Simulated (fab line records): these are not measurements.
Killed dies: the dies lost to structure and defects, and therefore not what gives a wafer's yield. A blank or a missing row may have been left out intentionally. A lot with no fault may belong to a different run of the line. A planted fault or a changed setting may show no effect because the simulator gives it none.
fab line records | flow sky130 | part 2 of 2: steps 44 to 44 of 44
record: lots: 6 wafers: 18 last_day: 49
route steps=708 shown VIA2@527 METAL3@532 CAPM@537 PAD_OPEN@708
lots that met no fault: from a run of the same line without faults
start_h: start of the lot's first displayed wafer, in hours after the record's first day | wait_h: time in hours since the lot's previous step | " repeats the value in the row above | L1.1+2: a row that stands for several wafers | - no value, or no start given | * or withheld: withheld | < > ~ a bound
route shown NAME@n: NAME is a module with steps in the file, n the number in the route of the first one | usual: mean/standard deviation taken from wafers without a fault | same: alike in all rows | chamber/n: place in a boat | sites: readings site by site | _std_site: standard deviation across them | _edge_site: inner sites' mean taken away from outer sites' mean | radius_mm: for every site, how far away it sits from the centre of the wafer | mask NAME#n: copy n | behind: the last tool/chamber to shape the wafer | hold: why the lot went on hold/how many hours it stayed there/how the hold came to an end | device: whichever transistor did not switch (one of n, p or np) | end of line: the tests these same wafers got at the end of their route | step lacking rows: just its recipe | killed: at the first sort, the dies lost to defects and structure; wafer yield is something else | map: the dies of a wafer, with x for killed, . for not killed, _ for no die there
set.NAME: the setting the step ran with; set.NAME@STEP: the setting that earlier step ran with | model.NAME: the simulator's own value behind a step, which no gauge read
lots seen at some steps along the route; tables by step, rows by wafer
services: from which hour (start_h, from the record's first day; less than 0 if before it) a tool's chamber was out of use, for how many hours, and why
== steps ==
step: SKY_PAD_OPEN_PROBE_99
usual: defect_limited_yield: 82.5/1.8 killed_at_M0_to_M3: 42/6.6 killed_at_M4_up: 3.0/1.8 killed_at_contacts: 25/5.1 killed_at_front_end: 15/4.4 killed_at_other: 0.3/0.56 killed_dies: 86/8.6 killed_open: 47/6.9 killed_short: 38/6 sort_bin_3_pad_short: 0.8/0.42 sort_bin_5_function: 10.6/1.5 sort_bin_6_memory: 6.1/1.1 sort_n_pass: 406/8.6 sort_yield_pct: 82.5/1.8
same: gross_dies: 492 killed_at_back_side: 0 sort_bin_4_leakage[%]: 0 sort_bin_8_speed[%]: 0
columns lot.wafer tool chamber start_h wait_h defect_limited_yield[%] killed_at_M0_to_M3 killed_at_M4_up killed_at_contacts killed_at_front_end killed_at_other killed_dies killed_open killed_short sort_bin_3_pad_short[%] sort_bin_5_function[%] sort_bin_6_memory[%] sort_n_pass sort_yield_pct[%] model.etest.cap_mim.plate_ohm_sq
L527.1 prober-01 - 1081.23 0.1 81.5 47 4 28 12 0 91 51 40 0 10.8 7.7 401 81.5 6.1
L527.2 prober-01 - 1081.28 0.1 79.5 55 1 25 19 1 101 54 47 0.4 13.2 6.9 391 79.5 6.068
L527.6 prober-01 - 1081.48 0.2 82.3 51 1 19 16 0 87 49 38 1.0 10.6 6.1 405 82.3 6.129
L530.4 prober-02 - 1100.68 0.2 80.9 46 6 22 20 0 94 47 47 2.0 10.6 6.5 398 80.9 6.095
L530.5 prober-02 - 1100.73 0.2 81.1 48 2 28 15 0 93 47 46 1.0 11.4 6.5 399 81.1 6.032
L530.6 prober-02 - 1100.78 0.2 83.9 32 2 19 26 0 79 35 44 0.8 8.5 6.7 413 83.9 6.071
L533.2 prober-01 - 1131.98 0.1 83.3 37 4 25 16 0 82 46 36 1.2 9.1 6.3 410 83.3 6.119
L533.3 prober-01 - 1132.03 0.2 84.6 39 1 20 15 1 76 48 28 0.4 11.0 4.1 416 84.6 6.061
L533.5 prober-01 - 1132.13 0.2 84.8 41 2 17 15 0 75 47 28 0.4 9.3 5.5 417 84.8 6.054
L543.1 prober-01 - 1180.65 0.1 84.3 41 3 19 14 0 77 36 40 0.8 10.0 4.9 415 84.3 5.915
L543.4 prober-01 - 1180.80 0.2 85.2 35 4 26 8 0 73 43 30 0.8 8.5 5.5 419 85.2 5.984
L543.5 prober-01 - 1180.85 0.2 81.5 49 3 26 13 0 91 66 24 0.2 11.8 6.5 401 81.5 5.973
L544.2 prober-02 - 1181.92 0.1 82.9 36 6 19 23 0 84 47 36 0.4 8.3 8.3 408 82.9 6.519
L544.5 prober-02 - 1182.07 0.2 84.6 35 1 27 13 0 76 36 40 1.2 8.1 6.1 416 84.6 6.451
L544.6 prober-02 - 1182.12 0.2 82.3 48 3 23 12 1 87 40 47 0.8 10.8 6.1 405 82.3 6.55
L545.1 prober-01 - 1182.81 0.1 82.1 38 4 31 15 0 88 49 39 1.4 11.8 4.7 404 82.1 6.602
L545.2 prober-01 - 1182.86 0.1 82.9 48 3 19 13 1 84 47 37 0.6 10.0 6.5 408 82.9 6.579
L545.5 prober-01 - 1183.01 0.2 84.8 38 2 21 13 1 75 35 40 1.0 8.9 5.3 417 84.8 6.593
killed by level:class
L527.1 VIA2:geometric_particle:open=12 LI_CONTACT:geometric_particle:open=9 METAL2:geometric_particle:short=8 CONTACT:geometric_particle:open=7 VIA1:geometric_particle:open=6 VIA3:geometric_particle:open=6 POLY_GATE:geometric_particle:short=5 POLY_GATE:geometric_particle:open=5
L527.2 VIA1:geometric_particle:open=16 VIA2:geometric_particle:open=13 CONTACT:geometric_particle:short=10 VIA3:geometric_particle:open=8 POLY_GATE:geometric_particle:short=7 CONTACT:geometric_particle:open=6 FIELD_ISO:geometric_particle:short=4 VIA1:geometric_particle:short=4
L527.6 VIA1:geometric_particle:open=11 VIA2:geometric_particle:open=9 CONTACT:geometric_particle:open=7 VIA3:geometric_particle:open=7 METAL2:geometric_particle:short=6 LI_CONTACT:geometric_particle:open=5 CONTACT:geometric_particle:short=5 METAL1:geometric_particle:short=4
L530.4 CONTACT:geometric_particle:open=10 METAL1:geometric_particle:short=7 VIA3:geometric_particle:open=7 VIA1:geometric_particle:open=6 LI_CONTACT:geometric_particle:open=5 VIA2:geometric_particle:open=5 METAL2:geometric_particle:short=5 METAL3:geometric_particle:short=5
L530.5 LI_CONTACT:geometric_particle:open=9 VIA1:geometric_particle:open=9 METAL2:geometric_particle:short=8 CONTACT:geometric_particle:open=7 METAL1:geometric_particle:short=7 VIA3:geometric_particle:open=6 POLY_GATE:geometric_particle:short=5 CONTACT:geometric_particle:short=5
L530.6 VIA3:geometric_particle:open=9 CONTACT:geometric_particle:open=8 FIELD_ISO:geometric_particle:short=6 FIELD_ISO:geometric_particle:open=5 POLY_GATE:geometric_particle:open=5 METAL1:geometric_particle:short=5 VIA1:geometric_particle:short=5 POLY_GATE:geometric_particle:short=4
L533.2 VIA1:geometric_particle:open=10 LI_CONTACT:geometric_particle:open=7 VIA3:geometric_particle:open=7 FIELD_ISO:geometric_particle:short=6 CONTACT:geometric_particle:open=6 FIELD_ISO:geometric_particle:open=5 METAL2:geometric_particle:short=5 CONTACT:geometric_particle:short=4
L533.3 VIA1:geometric_particle:open=12 CONTACT:geometric_particle:open=9 VIA2:geometric_particle:open=6 VIA3:geometric_particle:open=6 CONTACT:geometric_particle:short=5 METAL1:geometric_particle:short=5 VIA2:geometric_particle:short=4 FIELD_ISO:geometric_particle:open=3
L533.5 VIA1:geometric_particle:open=10 VIA3:geometric_particle:open=7 CONTACT:geometric_particle:open=7 LI_CONTACT:geometric_particle:open=5 METAL1:geometric_particle:short=5 METAL2:geometric_particle:short=5 FIELD_ISO:geometric_particle:short=4 FIELD_ISO:geometric_particle:open=4
L543.1 METAL2:geometric_particle:short=9 CONTACT:geometric_particle:open=6 VIA2:geometric_particle:open=6 CONTACT:geometric_particle:short=4 METAL1:geometric_particle:short=4 VIA2:geometric_particle:short=4 VIA1:geometric_particle:open=4 VIA3:geometric_particle:open=4
L543.4 CONTACT:geometric_particle:open=13 LI_CONTACT:geometric_particle:open=8 METAL2:geometric_particle:short=8 VIA1:geometric_particle:open=7 METAL1:geometric_particle:short=5 VIA3:geometric_particle:open=4 CONTACT:geometric_particle:short=3 METAL4:geometric_particle:short=3
L543.5 CONTACT:geometric_particle:open=15 VIA1:geometric_particle:open=11 VIA3:geometric_particle:open=10 LI_CONTACT:geometric_particle:open=7 VIA2:geometric_particle:open=7 FIELD_ISO:geometric_particle:open=6 METAL1:geometric_particle:short=6 VIA3:geometric_particle:short=4
L544.2 VIA1:geometric_particle:open=11 FIELD_ISO:geometric_particle:open=8 CONTACT:geometric_particle:open=7 POLY_GATE:geometric_particle:short=5 METAL1:geometric_particle:short=5 VIA2:geometric_particle:open=5 VIA3:geometric_particle:open=5 LI_CONTACT:geometric_particle:open=4
L544.5 CONTACT:geometric_particle:open=11 LI_CONTACT:geometric_particle:open=8 METAL1:geometric_particle:short=7 VIA1:geometric_particle:open=7 METAL2:geometric_particle:short=5 CONTACT:geometric_particle:short=5 VIA1:geometric_particle:short=5 FIELD_ISO:geometric_particle:short=4
L544.6 METAL2:geometric_particle:short=10 CONTACT:geometric_particle:open=9 METAL1:geometric_particle:short=8 VIA2:geometric_particle:open=7 VIA1:geometric_particle:open=7 LOCAL_INTERCONNECT:geometric_particle:short=5 VIA1:geometric_particle:short=5 METAL3:geometric_particle:short=5
L545.1 CONTACT:geometric_particle:open=11 VIA2:geometric_particle:open=8 METAL1:geometric_particle:short=8 VIA1:geometric_particle:open=6 CONTACT:geometric_particle:short=6 LI_CONTACT:geometric_particle:open=5 POLY_GATE:geometric_particle:open=4 LI_CONTACT:geometric_particle:short=4
L545.2 VIA2:geometric_particle:open=12 VIA1:geometric_particle:open=9 LI_CONTACT:geometric_particle:open=7 CONTACT:geometric_particle:open=6 METAL1:geometric_particle:short=6 METAL2:geometric_particle:short=6 FIELD_ISO:geometric_particle:open=4 VIA1:geometric_particle:short=4
L545.5 METAL1:geometric_particle:short=10 CONTACT:geometric_particle:open=8 LI_CONTACT:geometric_particle:open=6 VIA1:geometric_particle:open=6 METAL2:geometric_particle:short=5 POLY_GATE:geometric_particle:short=4 LOCAL_INTERCONNECT:geometric_particle:short=4 VIA2:geometric_particle:short=4
== services ==
columns tool chamber start_h hours kind
pecvd-01 - 834.75 1.8 repair
cmp-01 - 836.99 4.8 pm
pvd_sputter-04 - 845.26 5.4 repair
pvd_sputter-04 - 848.16 11.0 repair
cvd_w-02 1 850.13 14.2 repair
pvd_sputter-03 - 856.92 1.0 repair
pecvd-03 2 890.67 5.8 repair
pecvd-03 - 894.77 2.5 repair
cmp-01 - 898.71 1.2 repair
pecvd-04 1 902.56 23.6 repair
cvd_w-02 - 904.00 14.0 pm
pvd_sputter-02 - 906.10 0.5 repair
rie_metal-03 - 911.11 2.8 pm
cmp-01 - 912.20 4.0 pm
pvd_sputter-03 - 916.19 1.5 repair
cmp-02 - 916.20 6.6 pm
cmp-01 - 923.05 3.1 repair
pvd_sputter-01 - 935.25 5.0 repair
rie_metal-04 0 957.42 42.1 repair
cmp-01 - 962.90 0.2 repair
pecvd-04 2 980.88 10.6 repair
cmp-01 - 985.25 2.0 repair
cmp-02 - 988.66 7.7 pm
wet_bench-04 - 1008.75 1.9 pm
== key ==
first_sign: step: SKY_CAPM_SPUTTER_02 reading: cathode_dc_power_W direction: down sigmas: 99+ usual: 6500.1 struck: 6014.9
effect: step: SKY_CAPM_RS_MEAS_03 reading: CAPM_TIN_RS direction: up sigmas: 9.1 usual: 6.95 struck: 7.55
effect: step: SKY_CAPM_THK_MEAS_04 reading: CAPM_TIN_THK direction: down sigmas: 7.9 usual: 198.7 struck: 182.4
effect: step: SKY_CAPM_METAL_ETCH_13 reading: oes_product_au direction: down sigmas: 6.8 usual: 0.938 struck: 0.891
model_effect: step: SKY_CAPM_SPUTTER_02 value: TiN_of_CAPM_SPUTTER_02.thk_nm without: 198.1 struck: 183.2
model_effect: step: SKY_METAL3_STRIP_20 value: TiN_of_CAPM_SPUTTER_02.thk_nm without: 197.2 struck: 182.3
model_effect: step: SKY_PAD_OPEN_PROBE_99 value: etest.cap_mim.plate_ohm_sq without: 6.055 struck: 6.549
met_at SKY_CAPM_SPUTTER_02
struck_wafers L544.2,L544.5,L544.6,L545.1,L545.2,L545.5
onset_between 883.37 989.17
fault: kind: process_parameter_drift tool: pvd_sputter-03 chamber: - onset_h: 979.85 steps: SKY_CAPM_SPUTTER_02 channel: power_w offset: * shape: step end_h: 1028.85 acts_in: * stated: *
